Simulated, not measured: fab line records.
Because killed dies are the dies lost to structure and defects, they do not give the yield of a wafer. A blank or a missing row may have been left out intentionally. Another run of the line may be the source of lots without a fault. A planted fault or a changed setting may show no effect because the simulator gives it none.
The tool behind it: which one? | flow gf180mcu | 12 lots, 36 wafers sampled, at 2 steps of a route of 602

WHAT THE GAUGES READ, wafer by wafer
GF_SALICIDE_RS_MEAS_04: the measuring method here is four-point-probe. Usual: SALICIDE_TIN_RS typically reads 16.28 ohm/sq, with standard deviation 0.29.
lot  | measured     | on            | SALICIDE_TIN_RS (ohm/sq)            | flag
L535 | day 15 01:18 | film metro-01 | 16.66 16.71 16.87                   |
L536 | day 15 08:47 | film metro-02 | 15.96 15.89 15.88                   |
L537 | day 15 21:55 | film metro-04 | 16.36 16.52 16.45                   |
L538 | day 16 11:06 | film metro-01 | 16.41 16.02 16.07                   |
L540 | day 17 03:22 | film metro-02 | 16.21 16.63 16.15                   |
L541 | day 17 08:46 | film metro-01 | 16.21 15.87 16.09                   |
L544 | day 18 13:43 | film metro-02 | 16.48 16.53 16.27                   |
L547 | day 19 22:32 | film metro-02 | 16.12 16.50 16.14                   |
L548 | day 20 01:26 | film metro-01 | 24.96 24.56 25.01 24.96 24.55 25.07 | OFF
L549 | day 20 06:23 | film metro-04 | 24.17 15.95 24.42 24.20 15.96 24.40 | OFF
L557 | day 23 00:34 | film metro-02 | 16.33 16.43 16.01                   |
L558 | day 23 05:05 | film metro-01 | 16.00 16.19 16.07                   |

TOOL THAT RAN EACH LOT (tool first, then ch and the chambers of the sampled wafers, then the start)
lot  | GF_SALICIDE_SPUTTER_02
L535 | pvd sputter-01, day 15 01:11
L536 | pvd sputter-03, day 15 08:42
L537 | pvd sputter-03, day 15 21:51
L538 | pvd sputter-03, day 16 11:03
L540 | pvd sputter-01, day 17 03:18
L541 | pvd sputter-01, day 17 08:42
L544 | pvd sputter-03, day 18 13:40
L547 | pvd sputter-01, day 19 22:28
L548 | pvd sputter-01, day 20 01:23
L549 | pvd sputter-01, day 20 06:20
L557 | pvd sputter-02, day 23 00:27
L558 | pvd sputter-02, day 23 05:01
- GF_SALICIDE_SPUTTER_02: material Co, target thk 10 nm, time 20 s.

WHAT THE TOOLS THEMSELVES READ (means of the sampled wafers that have a number; where no wafer has one, the mark that the record gives instead)
GF_SALICIDE_SPUTTER_02. Usual: cathode dc power W 1000.0 W, standard deviation 0.16; throttle valve pct 29.8 %, standard deviation 1.2.
lot  | tool           | cathode dc power W (W) | throttle valve pct (%) | flag
L535 | pvd sputter-01 | 1000.0                 | 28.2                   |
L536 | pvd sputter-03 | 999.9                  | 30.8                   |
L537 | pvd sputter-03 | 1000.1                 | 30.6                   |
L538 | pvd sputter-03 | 1000.1                 | 30.8                   |
L540 | pvd sputter-01 | 1000.0                 | 28.7                   |
L541 | pvd sputter-01 | 1000.0                 | 28.1                   |
L544 | pvd sputter-03 | 999.9                  | 31.2                   |
L547 | pvd sputter-01 | 1000.0                 | 28.8                   |
L548 | pvd sputter-01 | 1000.2                 | 28.6                   |
L549 | pvd sputter-01 | 1000.1                 | 28.9                   |
L557 | pvd sputter-02 | 1000.1                 | 30.5                   |
L558 | pvd sputter-02 | 999.8                  | 30.7                   |

THE ANSWER, worked out from the rows above alone
Rule: a lot counts as off when the mean over its wafers that have a number is more than 3 standard deviations away from the usual mean. Also off: a lot with no number at a reading for which 4 or more lots have one. Where the step has rows for the other lots, those lots are counted as sound. Order of review: gauges by route order, followed by the tools' own readings, for which a lot's mean as printed above is used. At the first step where some lot is off, the reading lying furthest off is the one used; lots without a number count as furthest.
Off: L548, L549, seen at GF_SALICIDE_RS_MEAS_04 (SALICIDE_TIN_RS).
A tool fits if, at a process step before that reading, it ran every lot that is off, and no sound lot after the first of them. The gauges at GF_SALICIDE_RS_MEAS_04 are tried like those tools. One candidate fits, namely pvd sputter-01 at GF_SALICIDE_SPUTTER_02. Its last sound lot is L547 (day 19 22:28), its first lot that is off L548 (day 20 01:23): a fault that began between those two fits.

WHAT THE SIMULATOR HAD PUT IN
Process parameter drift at GF_SALICIDE_SPUTTER_02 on pvd sputter-01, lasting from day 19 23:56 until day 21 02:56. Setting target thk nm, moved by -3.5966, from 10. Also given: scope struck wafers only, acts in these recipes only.
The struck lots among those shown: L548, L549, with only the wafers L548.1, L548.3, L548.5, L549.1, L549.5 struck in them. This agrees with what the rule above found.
